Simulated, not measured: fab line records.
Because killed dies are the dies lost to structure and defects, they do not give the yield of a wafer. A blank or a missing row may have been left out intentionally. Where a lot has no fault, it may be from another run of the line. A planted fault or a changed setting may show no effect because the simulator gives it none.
Check of tool commonality ; flow sky130 ; 11 lots and 33 wafers in the sample

== WHAT PROMPTED THE OPENING ==
At SKY_LDD_HVP_TW_MEAS_10 the reading LDD_HVP_TW is flagged on 3 of 11 lots. Wafers without a fault read 451, standard deviation 4.7.
Rule: a lot gets a flag if all its wafers with a number sit over 4 standard deviations from that mean, or if no wafer of it has a number. The rest of the lots are taken to be sound.

lot;measured;on;LDD_HVP_TW, wafer by wafer;flag
L426;day 23 01:42;filmMetro-02;442 441 444;
L432;day 25 15:30;filmMetro-03;453 456 453;
L434;day 25 15:36;filmMetro-02;1417 1412 1409;FLAGGED
L433;day 25 20:28;filmMetro-03;1438 1439 1443;FLAGGED
L435;day 26 09:35;filmMetro-03;1439 1428 1425;FLAGGED
L439;day 27 16:19;filmMetro-02;440 440 441;
L438;day 27 19:20;filmMetro-03;452 450 450;
L440;day 28 05:17;filmMetro-01;458 460 457;
L442;day 28 14:43;filmMetro-03;450 455 450;
L443;day 29 04:27;filmMetro-01;455 456 457;
L444;day 29 09:30;filmMetro-03;455 451 452;
Flagged lots average 1428: +977 relative to the usual, that is +99 or more standard deviations.

== WHICH TOOL RAN EACH LOT ==
Before the reading, the record contains 2 process steps out of a 708-step route. Every cell lists first the tool, next ch and the chambers used by the sampled wafers, and last the start.
lot;flag;SKY_SONOS_ONO_STRIP_17;SKY_LDD_HVN_COAT_02
L426;;plasmaAsher-02 ch 0,1, day 13 18:08;lithoTrack-02 ch 0, day 21 02:52
L432;;plasmaAsher-02 ch 0, day 16 05:56;lithoTrack-02 ch 0, day 23 18:13
L434;FLAGGED;plasmaAsher-03 ch 0,1, day 16 08:23;lithoTrack-01, day 23 18:26
L433;FLAGGED;plasmaAsher-02 ch 0,1, day 16 00:50;lithoTrack-01, day 23 23:45
L435;FLAGGED;plasmaAsher-03 ch 0,1, day 16 20:53;lithoTrack-03, day 24 12:59
L439;;plasmaAsher-04 ch 0,1, day 18 11:27;lithoTrack-01 ch 0, day 25 20:29
L438;;plasmaAsher-03 ch 0,1, day 18 06:10;lithoTrack-02 ch 0, day 25 23:04
L440;;plasmaAsher-03 ch 0,1, day 18 21:46;lithoTrack-01 ch 0, day 26 09:39
L442;;plasmaAsher-02 ch 0,1, day 19 11:17;lithoTrack-03 ch 0, day 26 19:07
L443;;plasmaAsher-03 ch 0,1, day 20 04:32;lithoTrack-03 ch 0, day 27 08:55
L444;;plasmaAsher-04 ch 0, day 20 05:45;lithoTrack-01 ch 0, day 27 14:56
These steps, and what they do:
- SKY_SONOS_ONO_STRIP_17: strips in O2/N2.
- SKY_LDD_HVN_COAT_02: resist thk 300 nm.
- SKY_LDD_HVP_TW_MEAS_10

== FLAGGED AGAINST TOTAL, ONE TOOL AT A TIME (gauges that did the reading follow at the end) ==
step;tool;lots run;flagged;share of the flagged lots;sound lots run after its first flagged lot
SKY_SONOS_ONO_STRIP_17;plasmaAsher-02;4;1;some;2 (L432,L442)
SKY_SONOS_ONO_STRIP_17;plasmaAsher-03;5;2;some;3 (L438,L440,L443)
SKY_SONOS_ONO_STRIP_17;plasmaAsher-04;2;0;none;-
SKY_LDD_HVN_COAT_02;lithoTrack-01;5;2;some;3 (L439,L440,L444)
SKY_LDD_HVN_COAT_02;lithoTrack-02;3;0;none;-
SKY_LDD_HVN_COAT_02;lithoTrack-03;3;1;some;2 (L442,L443)
SKY_LDD_HVP_TW_MEAS_10;filmMetro-01;2;0;none;-
SKY_LDD_HVP_TW_MEAS_10;filmMetro-02;3;1;some;1 (L439)
SKY_LDD_HVP_TW_MEAS_10;filmMetro-03;6;2;some;3 (L438,L442,L444)

== WHAT THE TABLE ALLOWS ==
No row of the table ran every flagged lot.

== WHAT WAS PUT IN BY THE SIMULATOR ==
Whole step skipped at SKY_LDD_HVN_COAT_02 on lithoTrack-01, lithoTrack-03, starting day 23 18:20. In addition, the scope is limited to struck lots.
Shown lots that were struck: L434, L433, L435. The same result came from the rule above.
